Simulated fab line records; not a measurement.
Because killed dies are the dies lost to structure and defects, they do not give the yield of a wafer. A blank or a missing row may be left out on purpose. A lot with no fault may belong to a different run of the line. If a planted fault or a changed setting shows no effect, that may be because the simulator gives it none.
Split-lot trial / flow sky130 / 23 wafers read from 5 lots, route of 708 steps

## SPLIT DETAILS
At SKY_VT_ADJUST_LVTN_IMPLANT_08, the setting dose cm2 was moved away from the recipe's 1.57e+12 on 7 of the 23 wafers read, by -6.8% to +7.3%. The other wafers ran this setting at the recipe's value.

## SPLIT TO READING: what lies between them in the file, 1 step
- SKY_VT_ADJUST_LVTN_STRIP_09: strips in O2/N2

## THE READING
VT_ADJUST_LVTN_TW, at SKY_VT_ADJUST_LVTN_TW_MEAS_10. On this fab line, fault-free wafers typically give 242.6 with a standard deviation of 1.9.

wafer=L074.1; tool, chamber at the split=implanter-02, 0; dose cm2 as run=1.57e+12; against the recipe=recipe; VT_ADJUST_LVTN_TW=245.3; against lot-mates on the recipe=-
wafer=L074.3; tool, chamber at the split=implanter-02, 0; dose cm2 as run=1.57e+12; against the recipe=recipe; VT_ADJUST_LVTN_TW=244.3; against lot-mates on the recipe=-
wafer=L074.4; tool, chamber at the split=implanter-02, 0; dose cm2 as run=1.57e+12; against the recipe=recipe; VT_ADJUST_LVTN_TW=243.8; against lot-mates on the recipe=-
wafer=L074.5; tool, chamber at the split=implanter-02, 0; dose cm2 as run=1.463e+12; against the recipe=-6.8%; VT_ADJUST_LVTN_TW=238.9; against lot-mates on the recipe=-5.6
wafer=L074.6; tool, chamber at the split=implanter-02, 0; dose cm2 as run=1.463e+12; against the recipe=-6.8%; VT_ADJUST_LVTN_TW=238.2; against lot-mates on the recipe=-6.3
wafer=L076.1; tool, chamber at the split=implanter-01, 0; dose cm2 as run=1.57e+12; against the recipe=recipe; VT_ADJUST_LVTN_TW=245.0; against lot-mates on the recipe=-
wafer=L076.2; tool, chamber at the split=implanter-01, 0; dose cm2 as run=1.57e+12; against the recipe=recipe; VT_ADJUST_LVTN_TW=244.5; against lot-mates on the recipe=-
wafer=L076.6; tool, chamber at the split=implanter-01, 0; dose cm2 as run=1.57e+12; against the recipe=recipe; VT_ADJUST_LVTN_TW=244.5; against lot-mates on the recipe=-
wafer=L077.1; tool, chamber at the split=implanter-01, 0; dose cm2 as run=1.57e+12; against the recipe=recipe; VT_ADJUST_LVTN_TW=242.1; against lot-mates on the recipe=-
wafer=L077.3; tool, chamber at the split=implanter-01, 0; dose cm2 as run=1.57e+12; against the recipe=recipe; VT_ADJUST_LVTN_TW=239.9; against lot-mates on the recipe=-
wafer=L077.4; tool, chamber at the split=implanter-01, 0; dose cm2 as run=1.516e+12; against the recipe=-3.4%; VT_ADJUST_LVTN_TW=239.7; against lot-mates on the recipe=-1.4
wafer=L077.5; tool, chamber at the split=implanter-01, 0; dose cm2 as run=1.57e+12; against the recipe=recipe; VT_ADJUST_LVTN_TW=241.2; against lot-mates on the recipe=-
wafer=L077.6; tool, chamber at the split=implanter-01, 0; dose cm2 as run=1.516e+12; against the recipe=-3.4%; VT_ADJUST_LVTN_TW=238.4; against lot-mates on the recipe=-2.7
wafer=L081.1; tool, chamber at the split=implanter-04, 0; dose cm2 as run=1.57e+12; against the recipe=recipe; VT_ADJUST_LVTN_TW=239.0; against lot-mates on the recipe=-
wafer=L081.2; tool, chamber at the split=implanter-04, 0; dose cm2 as run=1.57e+12; against the recipe=recipe; VT_ADJUST_LVTN_TW=238.7; against lot-mates on the recipe=-
wafer=L081.3; tool, chamber at the split=implanter-04, 0; dose cm2 as run=1.57e+12; against the recipe=recipe; VT_ADJUST_LVTN_TW=238.2; against lot-mates on the recipe=-
wafer=L081.4; tool, chamber at the split=implanter-04, 0; dose cm2 as run=1.57e+12; against the recipe=recipe; VT_ADJUST_LVTN_TW=239.7; against lot-mates on the recipe=-
wafer=L081.6; tool, chamber at the split=implanter-04, 0; dose cm2 as run=1.57e+12; against the recipe=recipe; VT_ADJUST_LVTN_TW=239.2; against lot-mates on the recipe=-
wafer=L083.1; tool, chamber at the split=implanter-02, 0; dose cm2 as run=1.57e+12; against the recipe=recipe; VT_ADJUST_LVTN_TW=242.7; against lot-mates on the recipe=-
wafer=L083.2; tool, chamber at the split=implanter-02, 0; dose cm2 as run=1.684e+12; against the recipe=+7.3%; VT_ADJUST_LVTN_TW=249.5; against lot-mates on the recipe=+6.7
wafer=L083.3; tool, chamber at the split=implanter-02, 0; dose cm2 as run=1.57e+12; against the recipe=recipe; VT_ADJUST_LVTN_TW=243.0; against lot-mates on the recipe=-
wafer=L083.4; tool, chamber at the split=implanter-02, 0; dose cm2 as run=1.684e+12; against the recipe=+7.3%; VT_ADJUST_LVTN_TW=247.3; against lot-mates on the recipe=+4.5
wafer=L083.6; tool, chamber at the split=implanter-02, 0; dose cm2 as run=1.684e+12; against the recipe=+7.3%; VT_ADJUST_LVTN_TW=247.5; against lot-mates on the recipe=+4.7

THE FIT
A straight line over all 23 wafers: VT_ADJUST_LVTN_TW changes by +0.728 for each +1% of dose cm2; r = +0.76; the points scatter about the line by 2.2.
The same after taking each lot's own level away (the mean of its wafers on the recipe; 23 wafers): +0.761 for each +1%; r = +0.97; scatter 0.73.
According to that fit, moving dose cm2 by its largest amount changes the reading by 5.5.
Measured against the standard deviation above, the lots' own levels, which go from 238.96 to 244.67, span 3.0 times it.
So the lot-to-lot level blurs the effect unless lot-mates are compared.
Check: with one of the wafers moved furthest among these (+7.3%) left out of the fit, the line predicts +5.12 for it against its lot-mates. It came out at +6.65 against them.

## THESE WAFERS: OTHER SPLITS
Before the reading, these wafers also passed through other splits. Each is held against what the fit with the lots' levels taken away leaves over:
other split on the same wafers=SKY_FIELD_ISO_COAT_08 resist thk nm; wafers away from the commonest value=9; r with VT_ADJUST_LVTN_TW (lot level and that fit taken away)=-0.06
other split on the same wafers=SKY_DNWELL_COAT_02 spin rpm; wafers away from the commonest value=10; r with VT_ADJUST_LVTN_TW (lot level and that fit taken away)=+0.10
other split on the same wafers=SKY_DNWELL_DEVELOP_06 develop time s; wafers away from the commonest value=5; r with VT_ADJUST_LVTN_TW (lot level and that fit taken away)=+0.08
other split on the same wafers=SKY_NWELL_IMPLANT_24 energy kev; wafers away from the commonest value=5; r with VT_ADJUST_LVTN_TW (lot level and that fit taken away)=+0.10

## FILE'S OWN FIT
VT_ADJUST_LVTN_TW changes by +0.763 for each +1% of dose cm2, r = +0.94.
